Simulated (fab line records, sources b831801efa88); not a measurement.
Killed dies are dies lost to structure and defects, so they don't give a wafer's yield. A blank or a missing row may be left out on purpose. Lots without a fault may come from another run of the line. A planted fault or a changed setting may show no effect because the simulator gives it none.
Problem report in the 8D (eight disciplines) form, filled by code | flow sky130 | the parts of the form that need people (team, actions taken, sign-off) are left out

1. THE PROBLEM
VIA3_W_RS at SKY_VIA3_RS_MEAS_22 reads a mean of 0.565 ohm/sq on 6 wafers of 2 lots; wafers without a fault read 0.296 ohm/sq with a standard deviation of 0.004. That is +67 standard deviations from the usual mean.
The step: measures by four-point-probe.
First seen on wafer L243.2, day 43 03:50, on film_metro-02. The record holds 30 wafers of 10 lots with a number at this step. Rule for "out", or "out of limits": more than 4 standard deviations from the usual mean. The other wafers with a number count as sound.

2. WHAT IT IS AND WHAT IT IS NOT
question                    | is                           | is not
which readings at this step | VIA3_W_RS                    | -
which lots                  | L243, L244                   | L231, L233, L235, L237, L239, L245, L250, L253
which wafers of those lots  | all that have a number       | -
read on which gauges        | film_metro-02, film_metro-03 | film_metro-01
when                        | from day 43 03:50            | up to then (15 sound wafers); but 9 sound wafers of L245, L250, L253 came after

3. SUSPECTS, AND WHAT RULES EACH OUT
Counting: a tool at a process step up to the reading stays a suspect if it ran every lot that is out and no sound lot after the first of them.
- the gauge at SKY_VIA3_RS_MEAS_22: ruled out. The wafers that are out were read on 2 gauges (film_metro-02, film_metro-03).
- cvd_w-02 at SKY_VIA3_CVD_21 (deposits W, target thk 390 nm, time 117.31 s): kept. It ran every lot that is out, first L243 (day 43 03:41), and no sound lot after that; its last sound lot up to then is L239 (day 42 01:26).
Left after counting: cvd_w-02 at SKY_VIA3_CVD_21.

4. THE CAUSE (what the simulator had put in)
Process parameter drift: cvd_w-02, from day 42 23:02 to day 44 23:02, at SKY_VIA3_CVD_21. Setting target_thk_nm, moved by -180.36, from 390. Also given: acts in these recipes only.
Counting left only this tool.

5. THE CHAIN OF EFFECTS, in route order
Each row: a reading whose mean over the struck wafers that have a number lies more than 3 standard deviations from the usual. Only readings for which the record gives a usual standard deviation are gone through. hours: the time from each lot's start at the first step in this table that gives one to its start at this step, as a median over the lots. sigmas: the change in usual standard deviations.
hours | step                 | reading            | usual        | on struck wafers | change | sigmas
0     | SKY_VIA3_RS_MEAS_22  | VIA3_W_RS          | 0.296 ohm/sq | 0.565            | +0.269 | +67
0     | SKY_VIA3_THK_MEAS_23 | VIA3_W_THK         | 376 nm       | 200              | -176   | -24
0     | SKY_VIA3_CMP_24      | time_to_endpoint_s | 96 s         | 50               | -46    | -8.6
The process steps in it:
- SKY_VIA3_CMP_24: polishes, stops on SiO2, t overpolish 20 s, target thk 0 nm.

6. WHAT WOULD HAVE CAUGHT IT SOONER
In this record the first reading out of limits at a measuring or inspecting step was taken at day 43 03:50, 5 hours after the fault began at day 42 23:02.
Of the tool readings at SKY_VIA3_CVD_21 for which the record gives a usual standard deviation, none was out on any struck wafer, so an alarm limit of 4 standard deviations on them would not have fired.
Of the lots that are out (2), L244 began SKY_VIA3_CVD_21 on cvd_w-02 after day 43 03:50. A hold on the tool at that time would have spared it.
